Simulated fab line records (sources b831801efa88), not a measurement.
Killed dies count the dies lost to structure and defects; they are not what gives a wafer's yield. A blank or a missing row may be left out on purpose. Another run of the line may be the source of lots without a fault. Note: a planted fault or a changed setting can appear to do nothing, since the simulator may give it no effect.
A struck lot beside a sound one ; flow sky130 ; 44 out of 708 route steps
Sound: the wafers L468.4, L468.5, L468.6. Struck: wafer L479.6. (L479.1 of the same lot was not struck and is left out.) The cause comes at the end.
Order at every step that has rows: each side's tool, ch and its chambers, its first start. Under that, the readings that differ: sound wafers ; struck wafers ; difference of the means ; sigmas: that difference in standard deviations of wafers without a fault.
alike: readings whose means differ by less than 2 such deviations, and words and numbers that are the same on both sides. not compared: withheld readings, readings that some wafer has no value for, bounds like >300 that may hide the same value, and numbers for which the record gives no deviation and whose values overlap.
The two part at a step that has a row with sigmas, a row that says differs or no value, or rows on one side only. Numbers that don't overlap but have no deviation are shown without sigmas and don't part them. A reading that every wafer of one side lacks parts them only if that side has two wafers or more.

first, 3 steps without rows for these wafers: SKY_VIA2_STRIP_17 (strips in post etch residue remover, time 1200 s); SKY_VIA2_CLEAN_18 (cleans in IPA, time 180 s); SKY_VIA2_CLEAN_19 (cleans in O3/DIW).
SKY_VIA2_SPUTTER_20: material TiN, target thk 20 nm, time 80 s.
  sound on pvd sputter-01, day 36 06:17; struck on pvd sputter-01, day 39 19:05
  alike: throttle valve pct
then, 1 step without rows for these wafers: SKY_VIA2_CVD_21 (deposits W, target thk 420 nm, time 126.4 s).
SKY_VIA2_RS_MEAS_22: uses a four-point probe to measure.
  sound on film metro-02, day 36 06:32; struck on film metro-01, day 39 19:25
  alike: VIA2_W_RS
SKY_VIA2_THK_MEAS_23: measures by xrf.
  sound on film metro-02, day 36 06:38; struck on film metro-01, day 39 19:32
  alike: VIA2_W_THK
then, 1 step without rows for these wafers: SKY_VIA2_CMP_24 (polishes, stops on SiO2, t overpolish 20 s, target thk 0 nm).
SKY_METAL3_SPUTTER_00: material Ti, target thk 15 nm, time 10 s.
  sound on pvd sputter-03, day 36 06:58; struck on pvd sputter-03, day 39 19:53
  alike: throttle valve pct
then, 1 step without rows for these wafers: SKY_METAL3_SPUTTER_01 (material TiN, target thk 20 nm, time 16.7 s).
SKY_METAL3_SPUTTER_02: material AlCu, target thk 735 nm, time 39.1 s.
  sound on pvd sputter-03, day 36 07:01; struck on pvd sputter-03, day 39 19:56
  alike: throttle valve pct
then, 1 step without rows for these wafers: SKY_METAL3_SPUTTER_03 (material Ti, target thk 5 nm, time 3.3 s).
SKY_METAL3_SPUTTER_04: material TiN, target thk 70 nm, time 58.3 s.
  sound on pvd sputter-03, day 36 07:04; struck on pvd sputter-03, day 39 19:59
reading;sound;struck;difference;sigmas
model.TiN_of_METAL3_SPUTTER_04.thk nm (nm);69.47 69.06 69.35;132.8;+63.5;
  alike: throttle valve pct
SKY_CAPM_CVD_00: deposits SiO2, target thk 15.5 nm.
  sound on pecvd-03 ch 0,1,2, day 36 07:08; struck on pecvd-02 ch 1, day 39 20:02
  alike: heater power w
SKY_CAPM_THK_MEAS_01:
  sound on film metro-03, day 36 07:10; struck on film metro-04, day 39 20:04
  alike: CAPM_CVD_00_THK
SKY_CAPM_SPUTTER_02: material TiN, target thk 200 nm, time 166.7 s.
  sound on pvd sputter-04, day 36 07:12; struck on pvd sputter-01, day 39 20:07
  alike: throttle valve pct
SKY_CAPM_RS_MEAS_03: uses a four-point probe to measure.
  sound on film metro-03, day 36 07:22; struck on film metro-02, day 39 20:14
  alike: CAPM_TIN_RS
SKY_CAPM_THK_MEAS_04: measures by xrf.
  sound on film metro-03, day 36 07:28; struck on film metro-02, day 39 20:21
  alike: CAPM_TIN_THK
then, 7 steps without rows for these wafers: SKY_CAPM_DEHYDRATE_05 (time 60 s); SKY_CAPM_HMDS_06 (prime time 60 s); SKY_CAPM_COAT_07 (resist thk 1140 nm); SKY_CAPM_SOFTBAKE_08 (time 60 s); SKY_CAPM_EXPOSE_09 (exposes mask CAPM, target cd 1000 nm); SKY_CAPM_PEB_10; SKY_CAPM_DEVELOP_11 (develop time 60 s).
SKY_CAPM_OVL_MEAS_12:
  sound on overlay-01, day 37 09:01; struck on overlay-02, day 40 20:17
  alike: CAPM_OVL
then, 13 steps without rows for these wafers: SKY_CAPM_METAL_ETCH_13 (etches TiN in Cl2/BCl3, stops on SiO2, target depth 220 nm, time 62.9 s); SKY_CAPM_STRIP_14 (strips in O2/N2); SKY_CAPM_STRIP_15 (strips in post etch residue remover, time 1200 s); SKY_CAPM_CLEAN_16 (cleans in IPA, time 180 s); SKY_CAPM_CLEAN_17 (cleans in O3/DIW); SKY_METAL3_DEHYDRATE_05 (time 60 s); SKY_METAL3_HMDS_06 (prime time 60 s); SKY_METAL3_COAT_07 (resist thk 60 nm); SKY_METAL3_COAT_08 (resist thk 1140 nm); SKY_METAL3_SOFTBAKE_09 (time 90 s); SKY_METAL3_EXPOSE_10 (exposes mask MM3, target cd 300 nm); SKY_METAL3_PEB_11; SKY_METAL3_DEVELOP_12 (develop time 60 s).
SKY_METAL3_CD_MEAS_13: target cd 300 nm.
  sound on cd sem-02, day 38 10:52; struck on cd sem-02, day 41 21:03
  alike: cd nm
SKY_METAL3_OVL_MEAS_14:
  sound on overlay-02, day 38 10:57; struck on overlay-01, day 41 21:10
  alike: METAL3_OVL
then, 1 step without rows for these wafers: SKY_METAL3_DESCUM_15 (chemistry O2, time 8 s).
SKY_METAL3_METAL_ETCH_18: etches the open film in Cl2/BCl3, stops on SiO2, target depth 845 nm, time 183.1 s.
  sound on rie metal-01 ch 0,1, day 38 11:10; struck on rie metal-01 ch 1, day 41 21:21
reading;sound;struck;difference;sigmas
oes product au (a.u.);0.869 0.867 0.869;0.904;+0.036;+6
  alike: drypump motor current A, mfc cl2 sccm, throttle valve pct
  not compared: rf hours counter h
-- the record jumps here: 7 days lie between the struck wafers' starts before and after (it left off in module METAL3 and takes up again in module PAD_OPEN, whose first step shown is number 708 of the route) --
SKY_PAD_OPEN_PROBE_99:
  sound on prober-02, day 45 16:44; struck on prober-01, day 48 14:04
reading;sound;struck;difference;sigmas
sort_bin_3_pad_short (%);1.2 1.4 0.8;0.2;-0.9;-2
model.etest.via3 chain.rc ohm;9.368 9.184 9.26;11.79;+2.52;
  alike: defect limited yield, killed_at_M0_to_M3, killed_at_M4_up, killed at contacts, killed at front end, killed at other, killed dies, killed open, killed short, sort_bin_5_function, sort_bin_6_memory, sort n pass, sort yield pct

## WHERE THEY PART
At SKY_METAL3_METAL_ETCH_18 first; at SKY_PAD_OPEN_PROBE_99 last (within this record only).

WHY: what had been put in by the simulator
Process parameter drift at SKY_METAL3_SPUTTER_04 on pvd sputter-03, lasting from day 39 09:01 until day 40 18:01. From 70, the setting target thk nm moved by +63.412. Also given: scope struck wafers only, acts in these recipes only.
